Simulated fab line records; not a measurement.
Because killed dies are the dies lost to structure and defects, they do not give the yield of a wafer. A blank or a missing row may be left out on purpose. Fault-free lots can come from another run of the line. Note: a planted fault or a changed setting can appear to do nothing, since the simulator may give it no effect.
2 desks, one fault ; flow gf180mcu ; only its own numbers are on each desk; what lay behind them is given at the end

## AT THE TOOL OWNER'S DESK: pecvd-01
The tool's own readings at GF_MIM_CVD_05 (deposits Si3N4, target thk 42 nm, time 29.086 s): means of the sampled wafers that have a number, for each lot that ran on this tool. Marked OUT: a lot whose mean sits more than 4 standard deviations from the usual mean, which makes it out of limits; the brackets give that distance.
Columns: A = heater-power-w at GF_MIM_CVD_05, usual 632 W
lot;first seen here;A
L583;day 25 00:46;529
L588;day 26 07:07;512
L591;day 27 08:22;641
L594;day 28 06:18;610
Result from this desk: across the 4 lots, nothing is out of limits.

## AT THE METROLOGY DESK
What the gauges read for every lot (on any tool): the sampled wafers with a number, averaged. Marked OUT: a lot whose mean sits more than 4 standard deviations from the usual mean, which makes it out of limits; the brackets give that distance.
Columns: A = M4_ALCU_THK at GF_M4_THK_MEAS_06, usual 447 nm; B = MIM_CVD_05_THK at GF_MIM_THK_MEAS_06, usual 42.0 nm
lot;first seen here;A;B
L583;day 23 01:16;447;42.0
L582;day 23 05:20;445;42.0
L580;day 23 07:26;448;41.9
L584;day 23 10:08;451;42.2
L586;day 23 19:58;435;42.3
L587;day 24 04:56;446;42.3
L588;day 24 08:01;454;41.7
L589;day 24 22:22;447;42.4
L591;day 25 09:20;452;42.7
L594;day 26 06:54;446;40.9
L596;day 27 04:35;451;41.8
L602;day 29 08:32;454;42.3
L603;day 29 12:14;449;41.0
Result from this desk: across the 13 lots, nothing is out of limits.

## PUT TOGETHER
The tool owner's desk saw nothing out of limits.
Nothing out of limits was seen by the metrology desk.

## WHAT THE SIMULATOR PUT IN
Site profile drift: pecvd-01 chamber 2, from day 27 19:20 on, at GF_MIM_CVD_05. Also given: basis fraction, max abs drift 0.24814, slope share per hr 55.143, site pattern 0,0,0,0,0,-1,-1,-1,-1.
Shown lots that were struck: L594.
